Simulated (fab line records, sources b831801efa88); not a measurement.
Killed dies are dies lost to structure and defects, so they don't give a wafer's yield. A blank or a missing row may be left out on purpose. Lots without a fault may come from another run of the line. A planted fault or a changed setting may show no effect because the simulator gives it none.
fab line records | flow sky130
record lots=11 wafers=33 last_day=50
route steps=708 shown VIA4@659 METAL5@661 PASSIVATION@683 PAD_OPEN@708
lots that met no fault: from a run of the same line without faults
start_h: hours from the record's first day to the start of the lot's first wafer shown | wait_h: hours since the lot's step before | " the same as in the row above | L1.1+2: a row that stands for several wafers | - no value, or no start given | * or withheld: withheld | < > ~ a bound
route shown NAME@n: a module of which the file shows steps, and the number in the route of the first | usual: mean/standard deviation of fault-free wafers | same: alike in all rows | chamber/n: place in a boat | sites: the reading at each site | _std_site: their standard deviation | _edge_site: outer sites' mean less inner sites' | radius_mm: how far each site lies from the wafer's centre | mask NAME#n: copy n | behind: the tool/chamber that last shaped the wafer | hold: why the lot was held/for how many hours/how that ended | device: the transistor (n, p or np) that didn't switch | end of line: the same wafers' tests at the end of the route | a step without rows: its recipe alone | killed: dies lost to structure and defects at the first sort, not the wafer's yield | map: a wafer's dies, x killed, . not, _ none there
set.NAME: the setting as run; set.NAME@STEP: as run at that earlier step | model.NAME: the simulator's own value behind a step, which no gauge read
steps of the route over a sample of lots; a table a step, a row a wafer
services: from which hour (start_h, from the record's first day; less than 0 if before it) a tool's chamber was out of use, for how many hours, and why
## steps
# step SKY_VIA4_THK_MEAS_20
# recipe thk_meas_gauge=xrf reads=W_of_VIA4_CVD_18
# usual VIA4_W_THK=515/7.5
# columns lot.wafer tool chamber start_h wait_h VIA4_W_THK[nm]
L120.1 film_metro-03 - 1017.70 0.1 509
L120.4 " - " " 508
L120.6 " - " " 507
L121.2 film_metro-03 - 1018.43 0.1 518
L121.3 " - " " 516
L121.6 " - " " 510
L123.3 film_metro-02 - 1038.67 0.1 511
L123.4 " - " " 509
L123.5 " - " " 507
L124.1 film_metro-02 - 1047.02 0.1 512
L124.4 " - " " 512
L124.6 " - " " 504
L130.4 film_metro-01 - 1070.55 0.1 514
L130.5 " - " " 517
L130.6 " - " " 519
L131.1 film_metro-02 - 1081.12 0.1 520
L131.5 " - " " 515
L131.6 " - " " 522
L132.2 film_metro-01 - 1081.47 0.1 523
L132.5 " - " " 515
L132.6 " - " " 526
L133.2 film_metro-01 - 1082.82 0.1 526
L133.3 " - " " 524
L133.4 " - " " 514
L139.1 film_metro-03 - 1120.00 0.1 501
L139.3 " - " " 504
L139.5 " - " " 499
L140.2 film_metro-03 - 1124.14 0.1 509
L140.3 " - " " 505
L140.5 " - " " 508
L142.1 film_metro-03 - 1136.13 0.1 521
L142.3 " - " " 515
L142.4 " - " " 526
# step SKY_METAL5_SPUTTER_00
# recipe material=Ti target_thk_nm=15 power_w=3000 time_s=10 chamber_pressure_pa=0.4
# usual throttle_valve_pct=29.6/0.82
# columns lot.wafer tool chamber start_h wait_h throttle_valve_pct
L120.1 pvd_sputter-04 - 1018.06 0.1 30.7
L120.4 " - " " 29.8
L120.6 " - " " 29.7
L121.2 pvd_sputter-03 - 1018.78 0.2 30.6
L121.3 " - " " 28.1
L121.6 " - " " 28.2
L123.3 pvd_sputter-01 - 1039.04 0.2 29.7
L123.4 " - " " 29.5
L123.5 " - " " 29.6
L124.1 pvd_sputter-04 - 1047.71 0.2 29.7
L124.4 " - " " 30.7
L124.6 " - " " 28.0
L130.4 pvd_sputter-01 - 1070.88 0.2 29.3
L130.5 " - " " 30.6
L130.6 " - " " 29.6
L131.1 pvd_sputter-01 - 1081.48 0.2 29.4
L131.5 " - " " 29.6
L131.6 " - " " 30.2
L132.2 pvd_sputter-03 - 1081.82 0.1 30.5
L132.5 " - " " 29.2
L132.6 " - " " 28.2
L133.2 pvd_sputter-03 - 1083.17 0.1 30.5
L133.3 " - " " 28.0
L133.4 " - " " 29.2
L139.1 pvd_sputter-03 - 1121.12 0.2 29.2
L139.3 " - " " 28.1
L139.5 " - " " 27.9
L140.2 pvd_sputter-01 - 1124.49 0.1 29.4
L140.3 " - " " 29.7
L140.5 " - " " 30.2
L142.1 pvd_sputter-04 - 1136.49 0.2 29.4
L142.3 " - " " 30.7
L142.4 " - " " 28.1
# step SKY_METAL5_METAL_ETCH_15
# recipe target_depth_a=12600 stop_on=SiO2 over_etch_frac=0.2 time_s=252 chemistry=Cl2/BCl3 resist_sidewall_deg=86 pressure_mtorr=10 icp_w=900 bias_w=48.5 Cl2_flow_sccm=60 bcl3_flow_sccm=30
# usual drypump_motor_current_A=5.8/0.49 mfc_cl2_sccm=60.00/0.17 oes_product_au=0.894/0.0055 over_etch_frac=0.2/0 throttle_valve_pct=22.264/0.0083
# columns lot.wafer tool chamber start_h wait_h drypump_motor_current_A mfc_cl2_sccm oes_product_au over_etch_frac rf_hours_counter_h throttle_valve_pct
L120.1 rie_metal-04 1 1040.32 0.0 6.1 59.99 0.892 0.2 8 22.259
L120.4 " 0 " " 5.0 59.73 0.895 0.2 - 22.263
L120.6 " 1 " " 6.1 59.82 0.892 0.2 - 22.270
L121.2 rie_metal-01 1 1040.97 0.0 6.5 59.97 0.893 0.2 20 22.256
L121.3 " 1 " " 6.6 60.01 0.888 0.2 - 22.266
L121.6 " 1 " " 6.6 59.94 0.883 0.2 - 22.259
L123.3 rie_metal-01 0 1061.40 0.1 5.6 59.98 0.886 0.2 - 22.276
L123.4 " 1 " " 6.5 60.20 0.888 0.2 - 22.272
L123.5 " 1 " " 6.5 59.92 0.884 0.2 - 22.260
L124.1 rie_metal-01 1 1069.22 0.0 6.5 59.86 0.886 0.2 23 22.284
L124.4 " 0 " " 5.6 59.95 0.897 0.2 - 22.267
L124.6 " 0 " " 5.6 59.77 0.889 0.2 - 22.267
L130.4 rie_metal-02 0 1092.18 0.1 5.9 60.17 0.893 0.2 - 22.266
L130.5 " 0 " " 5.9 60.33 0.898 0.2 - 22.276
L130.6 " 1 " " 5.6 60.11 0.899 0.2 - 22.260
L131.1 rie_metal-02 0 1103.05 0.0 5.9 59.98 0.888 0.2 19 22.270
L131.5 " 0 " " 5.9 59.90 0.899 0.2 - 22.256
L131.6 " 1 " " 5.5 59.95 0.832 0.339 - 22.262
L132.2 rie_metal-04 1 1103.24 0.1 6.1 59.55 0.892 0.2 - 22.265
L132.5 " 1 " " 6.2 59.79 0.899 0.2 - 22.270
L132.6 " 1 " " 6.1 59.91 0.897 0.2 - 22.272
L133.2 rie_metal-02 1 1104.32 0.0 5.5 60.08 0.844 0.339 9 22.264
L133.3 " 0 " " 5.9 59.61 0.886 0.2 - 22.269
L133.4 " 1 " " 5.5 59.79 0.838 0.339 - 22.271
L139.1 rie_metal-04 0 1140.12 0.0 5.0 60.00 0.898 0.2 11 22.282
L139.3 " 0 " " 5.0 59.98 0.888 0.2 - 22.275
L139.5 " 1 " " 6.1 60.06 0.902 0.2 - 22.263
L140.2 rie_metal-04 1 1144.42 0.0 6.2 59.99 0.883 0.2 17 22.277
L140.3 " 1 " " 6.1 60.13 0.902 0.2 - 22.265
L140.5 " 1 " " 6.1 60.11 0.896 0.2 - 22.258
L142.1 rie_metal-04 0 1155.12 0.0 5.0 59.97 0.891 0.2 12 22.271
L142.3 " 1 " " 6.1 60.16 0.897 0.2 - 22.262
L142.4 " 0 " " 5.0 60.25 0.897 0.2 - 22.261
# step SKY_METAL5_STRIP_16
# recipe chemistry=O2/N2 power_w=1400 pressure_mtorr=1500 platen_temp_c=withheld o2_flow_sccm=3000 n2_flow_sccm=300 overash_fraction=0.5
# usual drypump_motor_current_A=5.64/0.28 oes_product_au=0.710/0.0047 strip_time_to_endpoint_s=13.02/0.16
# columns lot.wafer tool chamber start_h wait_h drypump_motor_current_A oes_product_au rf_hours_counter_h strip_time_to_endpoint_s
L120.1 plasma_asher-01 1 1040.55 0.2 5.69 0.699 85 13.25
L120.4 " 0 " " 5.55 0.716 - 13.03
L120.6 " 1 " " 5.74 0.709 - 13.25
L121.2 plasma_asher-03 1 1041.20 0.2 5.84 0.709 128 12.96
L121.3 " 1 " " 5.85 0.713 - 12.78
L121.6 " 1 " " 5.85 0.715 - 12.84
L123.3 plasma_asher-01 0 1061.59 0.1 5.56 0.711 - 13.03
L123.4 " 1 " " 5.72 0.705 - 12.90
L123.5 " 0 " " 5.55 0.710 - 12.96
L124.1 plasma_asher-02 1 1069.45 0.2 6.02 0.711 63 12.81
L124.4 " 1 " " 6.03 0.705 - 13.15
L124.6 " 1 " " 6.02 0.718 - 13.06
L130.4 plasma_asher-03 1 1092.37 0.1 5.85 0.710 - 13.24
L130.5 " 1 " " 5.86 0.710 - 13.33
L130.6 " 0 " " 5.13 0.719 - 12.86
L131.1 plasma_asher-03 0 1103.29 0.2 5.12 0.706 4 13.13
L131.5 " 0 " " 5.12 0.706 - 13.05
L131.6 " 1 " " 5.86 0.707 - 11.76
L132.2 plasma_asher-02 0 1103.63 0.3 5.42 0.707 67 13.22
L132.5 " 0 " " 5.43 0.714 - 13.10
L132.6 " 1 " " 6.03 0.709 - 13.16
L133.2 plasma_asher-02 1 1104.55 0.2 6.01 0.714 67 11.77
L133.3 " 1 " " 6.04 0.706 - 13.19
L133.4 " 0 " " 5.42 0.716 - 11.79
L139.1 plasma_asher-01 0 1140.36 0.2 5.55 0.707 93 13.00
L139.3 " 0 " " 5.58 0.710 - 13.02
L139.5 " 1 " " 5.68 0.704 - 13.09
L140.2 plasma_asher-02 1 1144.66 0.2 6.03 0.706 71 13.14
L140.3 " 0 " " 5.43 0.716 - 13.19
L140.5 " 0 " " 5.41 0.711 - 13.10
L142.1 plasma_asher-02 0 1155.36 0.2 5.43 0.714 72 12.91
L142.3 " 1 " " 6.03 0.714 - 13.02
L142.4 " 0 " " 5.41 0.708 - 12.98
# step SKY_PASSIVATION_CVD_02
# recipe material=Si3N4 target_thk_nm=540 temp_c=400 time_s=withheld rf_w=450
# usual heater_power_w=738/88
# columns lot.wafer tool chamber start_h wait_h heater_power_w
L120.1 pecvd-01 2 1041.23 0.1 724
L120.4 " 0 " " 739
L120.6 " 1 " " 664
L121.2 pecvd-02 1 1041.88 0.0 703
L121.3 " 2 " " 759
L121.6 " 1 " " 734
L123.3 pecvd-03 0 1062.24 0.0 632
L123.4 " 1 " " 821
L123.5 " 0 " " 666
L124.1 pecvd-01 2 1070.13 0.1 638
L124.4 " 2 " " 694
L124.6 " 0 " " 662
L130.4 pecvd-02 0 1093.16 0.1 836
L130.5 " 1 " " 793
L130.6 " 2 " " 727
L131.1 pecvd-03 1 1103.96 0.1 845
L131.5 " 0 " " 622
L131.6 " 2 " " 537
L132.2 pecvd-01 2 1104.30 0.0 661
L132.5 " 0 " " 711
L132.6 " 2 " " 690
L133.2 pecvd-02 0 1105.23 0.0 852
L133.3 " 1 " " 730
L133.4 " 2 " " 816
L139.1 pecvd-01 0 1141.03 0.1 742
L139.3 " 2 " " 676
L139.5 " 0 " " 792
L140.2 pecvd-02 1 1145.39 0.0 760
L140.3 " 2 " " 770
L140.5 " 1 " " 783
L142.1 pecvd-01 0 1156.07 0.1 793
L142.3 " 2 " " 716
L142.4 " 0 " " 794
# step SKY_PAD_OPEN_PROBE_99
# usual defect_limited_yield=82.5/1.7 killed_at_M0_to_M3=43/6.1 killed_at_M4_up=3.5/2 killed_at_contacts=25/5.1 killed_at_front_end=14/4.2 killed_at_other=0.3/0.55 killed_dies=86/8.3 killed_open=46/7.2 killed_short=39/6 sort_bin_3_pad_short=0.9/0.42 sort_bin_5_function=10.3/1.4 sort_bin_6_memory=6.3/1.1 sort_n_pass=406/8.3 sort_yield_pct=82.5/1.7
# same gross_dies=492 killed_at_back_side=0 sort_bin_4_leakage[%]=0 sort_bin_8_speed[%]=0
# columns lot.wafer tool chamber start_h wait_h defect_limited_yield[%] killed_at_M0_to_M3 killed_at_M4_up killed_at_contacts killed_at_front_end killed_at_other killed_dies killed_open killed_short sort_bin_3_pad_short[%] sort_bin_5_function[%] sort_bin_6_memory[%] sort_n_pass sort_yield_pct[%]
L132.2 prober-02 - 1146.03 0.1 82.9 40 8 26 10 0 84 45 39 0.2 11.6 5.3 408 82.9
L132.5 prober-02 - 1146.18 0.2 82.3 38 2 32 14 1 87 45 41 0.8 10.6 6.3 405 82.3
L132.6 prober-02 - 1146.23 0.2 84.1 40 2 29 7 0 78 41 36 0.4 10.6 4.9 414 84.1
# killed by level:class
L132.2 VIA1:geometric_particle:open=12 CONTACT:geometric_particle:open=9 VIA3:geometric_particle:open=7 LI_CONTACT:geometric_particle:open=6 CONTACT:geometric_particle:short=6 METAL1:geometric_particle:short=5 VIA2:geometric_particle:short=5 METAL4:geometric_particle:short=5
L132.5 CONTACT:geometric_particle:open=15 METAL2:geometric_particle:short=12 VIA3:geometric_particle:open=7 LI_CONTACT:geometric_particle:open=6 CONTACT:geometric_particle:short=5 VIA1:geometric_particle:open=5 FIELD_ISO:geometric_particle:open=4 VIA1:geometric_particle:short=4
L132.6 VIA3:geometric_particle:open=12 CONTACT:geometric_particle:open=8 CONTACT:geometric_particle:short=7 METAL2:geometric_particle:short=7 LI_CONTACT:geometric_particle:open=6 LOCAL_INTERCONNECT:geometric_particle:short=4 VIA2:geometric_particle:open=4 LI_CONTACT:geometric_particle:short=3
## services
# columns tool chamber start_h hours kind
pvd_sputter-03 3 998.59 - consumable_replace:kit
pvd_sputter-03 3 998.59 18.0 scheduled_down
pvd_sputter-03 3 998.59 18.0 vent_cycle
pecvd-02 1 999.38 - clean
pecvd-02 1 999.38 - consumable_replace:showerhead
pecvd-02 1 999.38 29.0 scheduled_down
pecvd-02 1 999.38 29.0 vent_cycle
pvd_sputter-01 0 1000.70 - consumable_replace:kit
pvd_sputter-01 0 1000.70 18.0 scheduled_down
pvd_sputter-01 0 1000.70 18.0 vent_cycle
pvd_sputter-03 - 1003.83 3.1 repair
pvd_sputter-04 - 1030.55 2.2 repair
pecvd-03 - 1050.69 2.8 pm
rie_metal-02 - 1055.06 27.1 repair
plasma_asher-03 - 1055.25 9.0 pm
plasma_asher-01 - 1064.74 21.8 pm
rie_metal-04 0 1083.74 28.2 repair
rie_metal-04 - 1105.14 0.3 repair
plasma_asher-03 - 1109.46 0.5 repair
pecvd-01 - 1113.06 6.0 pm
plasma_asher-03 - 1115.73 8.5 repair
pecvd-01 0 1124.25 5.5 scheduled_down
pecvd-01 1 1137.72 5.5 scheduled_down
plasma_asher-01 - 1145.85 1.2 repair
## key
first_sign step=SKY_METAL5_METAL_ETCH_15 reading=over_etch_frac direction=up sigmas=99+ usual=0.2 struck=0.339
effect step=SKY_METAL5_METAL_ETCH_15 reading=oes_product_au direction=down sigmas=10 usual=0.894 struck=0.838
effect step=SKY_METAL5_STRIP_16 reading=strip_time_to_endpoint_s direction=down sigmas=7.8 usual=* struck=*
met_at SKY_METAL5_METAL_ETCH_15
struck_lots L131,L133
struck_wafers L131.6,L133.2,L133.4
not_acting_at SKY_VIA4_THK_MEAS_20,SKY_METAL5_SPUTTER_00,SKY_PASSIVATION_CVD_02
onset_between 1092.18 1103.05
fault kind=process_parameter_drift tool=rie_metal-02 chamber=1 onset_h=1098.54 steps=SKY_METAL5_METAL_ETCH_15 channel=over_etch_frac offset=0.139 shape=step end_h=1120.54 acts_in=these_recipes_only stated=0.2
